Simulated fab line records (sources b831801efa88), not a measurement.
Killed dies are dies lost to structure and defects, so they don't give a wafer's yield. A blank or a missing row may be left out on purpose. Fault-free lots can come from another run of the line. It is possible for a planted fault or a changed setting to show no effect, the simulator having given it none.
Problem report in the 8D (eight disciplines) form, filled by code || flow gf180mcu || the parts of the form that need people (team, actions taken, sign-off) are left out

## 1. WHAT WENT WRONG
Mean MVPSD_OVL at GF_MVPSD_OVL_MEAS_07: -87.8 nm over 6 wafers in 2 lots; fault-free wafers: 0.1 nm, standard deviation 1.7. Relative to the usual mean, that is a shift of -52 standard deviations.
Earliest sighting: wafer L755.1 on overlay-02 at day 7 02:09. The record has a number at this step for 39 wafers belonging to 13 lots. By rule, "out" or "out of limits" means more than 4 standard deviations away from the usual mean. All remaining wafers that have a number are taken as sound.

## 2. WHAT IT IS, AND WHAT IT ISN'T
{"question": "which readings at this step", "is": "MVPSD_OVL", "is not": "-"}
{"question": "which lots", "is": "L755, L758", "is not": "L747, L749, L750, L756, L760, L761, L765, L766, L768, L769, L770"}
{"question": "which wafers of those lots", "is": "all that have a number", "is not": "-"}
{"question": "read on which gauges", "is": "overlay-01, overlay-02", "is not": "-"}
{"question": "when", "is": "from day 7 02:09", "is not": "up to then (9 sound wafers); but 24 sound wafers of L756, L760, L761, L765, L766, L768, L769, L770 came after"}

## 3. WHAT RULES OUT EACH SUSPECT
Counting: any tool at a process step up to the reading is kept as a suspect provided that every lot that is out went through it and no sound lot did after the first of them.
- the gauge at GF_MVPSD_OVL_MEAS_07 is ruled out. The wafers that are out were read on 2 gauges (overlay-01, overlay-02).
- iline-stepper-01 at GF_MVPSD_EXPOSE_04 (exposes mask MVPSD, target cd 1000 nm): kept. It processed each lot that is out, first L755 at day 6 18:24, and no sound lot thereafter; up to then, the last sound lot it processed was L749 at day 5 06:58.
The count leaves iline-stepper-01 at GF_MVPSD_EXPOSE_04.

## 4. THE CAUSE (what the simulator had put in)
Scanner matching overlay: iline-stepper-01, from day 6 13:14 on, at GF_MVPSD_EXPOSE_04. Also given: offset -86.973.
Only this tool survived the counting.

## 5. SEQUENCE OF EFFECTS, ordered by route
Each row: a reading where the mean over the struck wafers with a number is more than 3 standard deviations away from the usual. Only readings for which the record gives a usual standard deviation are gone through. hours: the time from each lot's start at the first step in this table that gives one to its start at this step, as a median over the lots. sigmas: the change in usual standard deviations.
{"hours": 0, "step": "GF_MVPSD_OVL_MEAS_07", "reading": "MVPSD_OVL", "usual": "0.1 nm", "on struck wafers": -87.8, "change": -87.9, "sigmas": -52}
Later measuring or inspecting steps at which every struck wafer that the step has a row for has a number for every such reading, and none has moved that far: GF_V4_CD_MEAS_14.

## 6. WHAT WOULD HAVE CAUGHT IT SOONER
The first out-of-limits reading at a measuring or inspecting step in this record came at day 7 02:09, 13 hours after the fault's start at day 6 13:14.
Lots out: 2; of these, L758 started GF_MVPSD_EXPOSE_04 on iline-stepper-01 after day 7 02:09. A tool hold placed at that time would have kept it from harm.
